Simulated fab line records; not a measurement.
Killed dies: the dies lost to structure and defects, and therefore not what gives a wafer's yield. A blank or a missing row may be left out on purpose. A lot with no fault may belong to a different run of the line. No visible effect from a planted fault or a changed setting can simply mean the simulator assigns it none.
Which tool did it? | flow sky130 | 13 lots with 39 wafers sampled at 5 steps, on a route of 708 steps

== WHAT EACH GAUGE READ, for each wafer ==
SKY_SD_N_RS_MEAS_18: measurement is done with a four-point probe.
lot  | measured     | on           | RES_XHIGH_RS (ohm/sq)
L576 | day 28 06:22 | filmMetro-02 | 334.5 332.9 334.7
L578 | day 28 22:42 | filmMetro-01 | 334.6 335.2 334.4
L577 | day 28 23:14 | filmMetro-03 | 329.7 331.1 330.8
L579 | day 29 15:03 | filmMetro-03 | 334.9 333.5 335.4
L580 | day 30 12:56 | filmMetro-02 | 332.7 334.6 333.1
L581 | day 30 15:33 | filmMetro-02 | 334.5 333.8 334.8
L582 | day 30 16:26 | filmMetro-03 | 334.0 334.4 333.1
L583 | day 31 01:36 | filmMetro-02 | 333.5 331.9 332.3
L584 | day 31 07:51 | filmMetro-01 | 332.4 332.8 332.2
L587 | day 32 22:23 | filmMetro-03 | 332.5 331.6 331.8
L589 | day 33 06:44 | filmMetro-03 | 333.5 333.7 334.1
L597 | day 35 00:38 | filmMetro-02 | 334.4 334.1 335.2
L596 | day 35 00:46 | filmMetro-01 | 335.5 334.5 334.7

SKY_LI_CONTACT_THK_MEAS_01.
lot  | measured     | on           | LI_CONTACT_HDPCVD_THK (nm)
L576 | day 28 06:36 | filmMetro-01 | 915 940 937
L578 | day 28 22:56 | filmMetro-01 | 947 926 922
L577 | day 28 23:28 | filmMetro-01 | 945 943 955
L579 | day 29 15:17 | filmMetro-02 | 926 918 930
L580 | day 30 13:10 | filmMetro-01 | 932 955 925
L581 | day 30 15:46 | filmMetro-03 | 950 946 932
L582 | day 30 16:40 | filmMetro-01 | 938 952 945
L583 | day 31 01:53 | filmMetro-01 | 930 953 953
L584 | day 31 08:05 | filmMetro-02 | 927 936 917
L587 | day 32 22:37 | filmMetro-03 | 939 919 913
L589 | day 33 06:58 | filmMetro-03 | 941 946 944
L597 | day 35 00:51 | filmMetro-03 | 947 954 941
L596 | day 35 01:00 | filmMetro-02 | 930 929 925

SKY_LOCAL_INTERCONNECT_CD_MEAS_11 targets a cd of 170 nm.
lot  | measured     | on       | cdNm (nm)
L576 | day 30 16:17 | cdSem-01 | 171.1 170.8 169.6
L578 | day 31 08:37 | cdSem-01 | 170.2 169.9 170.4
L577 | day 31 08:45 | cdSem-02 | 166.9 167.8 166.3
L579 | day 32 01:42 | cdSem-01 | 171.2 170.3 171.7
L580 | day 32 21:33 | cdSem-02 | 167.8 167.1 168.5
L581 | day 32 23:28 | cdSem-01 | 169.1 167.4 168.9
L582 | day 33 00:12 | cdSem-02 | 170.2 169.8 169.3
L583 | day 33 10:27 | cdSem-01 | 168.4 169.2 168.1
L584 | day 33 15:39 | cdSem-01 | 170.5 168.5 169.3
L587 | day 35 05:37 | cdSem-02 | 171.0 169.8 115.8
L589 | day 35 13:53 | cdSem-02 | 169.8 170.9 115.5
L597 | day 37 11:48 | cdSem-02 | 169.6 170.4 170.4
L596 | day 37 12:26 | cdSem-02 | 170.1 169.4 170.2

== WHICH TOOL RAN EACH LOT (tool, then ch and the chambers of the sampled wafers, then the start) ==
lot  | SKY_LI_CONTACT_STRIP_16             | SKY_LOCAL_INTERCONNECT_EXPOSE_08
L576 | plasmaAsher-04 ch 0,1, day 29 11:29 | krfScanner-01 ch 0, day 30 02:53
L578 | plasmaAsher-02 ch 0,1, day 30 03:36 | krfScanner-02 ch 0, day 30 18:50
L577 | plasmaAsher-03 ch 0,1, day 30 03:43 | krfScanner-02 ch 0, day 30 18:56
L579 | plasmaAsher-04 ch 0,1, day 30 20:00 | krfScanner-01 ch 0, day 31 11:35
L580 | plasmaAsher-02 ch 0,1, day 31 17:35 | krfScanner-01 ch 0, day 32 07:54
L581 | plasmaAsher-02 ch 0,1, day 31 20:05 | krfScanner-02 ch 0, day 32 10:07
L582 | plasmaAsher-02 ch 0,1, day 31 20:41 | krfScanner-01 ch 0, day 32 10:35
L583 | plasmaAsher-02 ch 0,1, day 32 05:45 | krfScanner-02 ch 0, day 32 21:20
L584 | plasmaAsher-02 ch 0,1, day 32 10:35 | krfScanner-02 ch 0, day 33 02:13
L587 | plasmaAsher-04 ch 0,1, day 34 01:40 | krfScanner-02 ch 0, day 34 16:11
L589 | plasmaAsher-02 ch 0,1, day 34 10:48 | krfScanner-02 ch 0, day 35 01:05
L597 | plasmaAsher-02 ch 0,1, day 36 08:59 | krfScanner-01 ch 0, day 36 21:41
L596 | plasmaAsher-03 ch 0,1, day 36 09:01 | krfScanner-01 ch 0, day 36 22:20
- SKY_LI_CONTACT_STRIP_16: strips in O2/N2.
- SKY_LOCAL_INTERCONNECT_EXPOSE_08: exposes mask LI1M, target cd 170 nm.

== AS READ BY THE TOOLS THEMSELVES (means over the sampled wafers that have a number; for cases with no such wafer, the mark the record gives instead) ==
SKY_LI_CONTACT_STRIP_16.
lot  | tool           | drypumpMotorCurrentA (A) | oesProductAu (a.u.) | stripTimeToEndpointS (s)
L576 | plasmaAsher-04 | 5.85                     | 0.377               | 3.48
L578 | plasmaAsher-02 | 5.80                     | 0.371               | 3.46
L577 | plasmaAsher-03 | 6.21                     | 0.378               | 3.51
L579 | plasmaAsher-04 | 5.69                     | 0.374               | 3.49
L580 | plasmaAsher-02 | 5.82                     | 0.376               | 3.52
L581 | plasmaAsher-02 | 5.78                     | 0.373               | 3.50
L582 | plasmaAsher-02 | 5.79                     | 0.377               | 3.49
L583 | plasmaAsher-02 | 5.79                     | 0.376               | 3.52
L584 | plasmaAsher-02 | 5.77                     | 0.376               | 3.47
L587 | plasmaAsher-04 | 5.85                     | 0.375               | 3.52
L589 | plasmaAsher-02 | 5.81                     | 0.374               | 3.49
L597 | plasmaAsher-02 | 5.79                     | 0.371               | 3.51
L596 | plasmaAsher-03 | 6.21                     | 0.373               | 3.46

== THE ANSWER, worked out from the rows above alone ==
Rule: the lots themselves supply what counts as usual. The widest of any qualifying gaps counts: lots, ordered by their means at a reading, are off when they make up no more than a third of the lots, leave a main group of 4 or more, and stand apart from it by 3 or more times the standard deviation of that group's means. A main group whose means are all the same, to the digits that the tables above print for the reading, isn't used. Also off: a lot with no number at a reading for which 4 or more lots have one. Where the step has rows for the other lots, those lots are counted as sound. Order of review: gauges by route order, followed by the tools' own readings, for which a lot's mean as printed above is used. The first step at which some lot is off is used, and at that step the reading that is off furthest; a lot without a number counts as furthest.
Off at SKY_LOCAL_INTERCONNECT_CD_MEAS_11 (cdNm): L587, L589. For the main group the mean is 169.3 nm and the standard deviation 1.2.
If a tool, at a process step before that reading, ran all the lots that are off and no sound lot after the first of them, it fits. Gauges at SKY_LOCAL_INTERCONNECT_CD_MEAS_11: tried the same way as those tools. One fits: krfScanner-02 at SKY_LOCAL_INTERCONNECT_EXPOSE_08. A fault onset in the window from L584 (day 33 02:13, its last sound lot) to L587 (day 34 16:11, its first lot off) fits.

== WHAT THE SIMULATOR PUT IN ==
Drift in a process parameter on krfScanner-02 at SKY_LOCAL_INTERCONNECT_EXPOSE_08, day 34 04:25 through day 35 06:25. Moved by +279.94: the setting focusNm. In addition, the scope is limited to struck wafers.
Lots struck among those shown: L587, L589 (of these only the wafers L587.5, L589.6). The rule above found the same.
